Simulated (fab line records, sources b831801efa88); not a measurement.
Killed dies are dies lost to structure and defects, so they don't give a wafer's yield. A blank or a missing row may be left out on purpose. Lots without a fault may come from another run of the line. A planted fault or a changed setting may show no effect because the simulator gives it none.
One fault seen from 2 desks | flow gf180mcu | each desk has only its own numbers; what lay behind them comes last

THE TOOL OWNER'S DESK: rie_diel-04
The tool's own readings at GF_M5_ETCH_09 (etches Si3N4 in CF4/O2, target depth 52 nm, time 11.6 s): means of the sampled wafers that have a number, for each lot that ran on this tool. A lot is out of limits, marked OUT, if its mean lies more than 4 standard deviations from the usual mean; the brackets give that distance.
Columns: A = bias_w at GF_M5_ETCH_09, usual 150.0 W; B = cf4_flow_sccm at GF_M5_ETCH_09, usual 80.01 sccm; C = drypump_motor_current_A at GF_M5_ETCH_09, usual 5.60 A; D = oes_product_au at GF_M5_ETCH_09, usual 0.993 a.u.; E = throttle_valve_pct at GF_M5_ETCH_09, usual 5.968 %
lot  | first seen here | A     | B     | C    | D     | E
L290 | day 28 14:14    | 150.1 | 79.90 | 5.47 | 0.985 | 5.964
L291 | day 28 20:56    | 149.9 | 80.03 | 5.68 | 0.994 | 5.973
L292 | day 29 02:44    | 149.6 | 80.14 | 5.47 | 0.990 | 5.964
This desk's finding: nothing out of limits on any of the 3 lots.

THE METROLOGY DESK
What the gauges read, lot by lot, whatever tool the lot ran on: means of the sampled wafers that have a number. A lot is out of limits, marked OUT, if its mean lies more than 4 standard deviations from the usual mean; the brackets give that distance.
Columns: A = cd_nm at GF_M5_CD_MEAS_07, usual 280.1 nm; B = M5_OVL at GF_M5_OVL_MEAS_08, usual 2 nm
lot  | first seen here | A     | B
L290 | day 28 14:06    | 281.8 | -5
L291 | day 28 20:46    | 279.2 | 6
L292 | day 29 02:35    | 280.4 | 12
L301 | day 31 18:56    | 281.8 | 4
L302 | day 31 20:58    | 281.3 | 5
L303 | day 32 03:16    | 279.2 | 3
This desk's finding: nothing out of limits on any of the 6 lots.

PUT TOGETHER
The tool owner's desk saw nothing out of limits.
The metrology desk saw nothing out of limits.

WHAT THE SIMULATOR HAD PUT IN
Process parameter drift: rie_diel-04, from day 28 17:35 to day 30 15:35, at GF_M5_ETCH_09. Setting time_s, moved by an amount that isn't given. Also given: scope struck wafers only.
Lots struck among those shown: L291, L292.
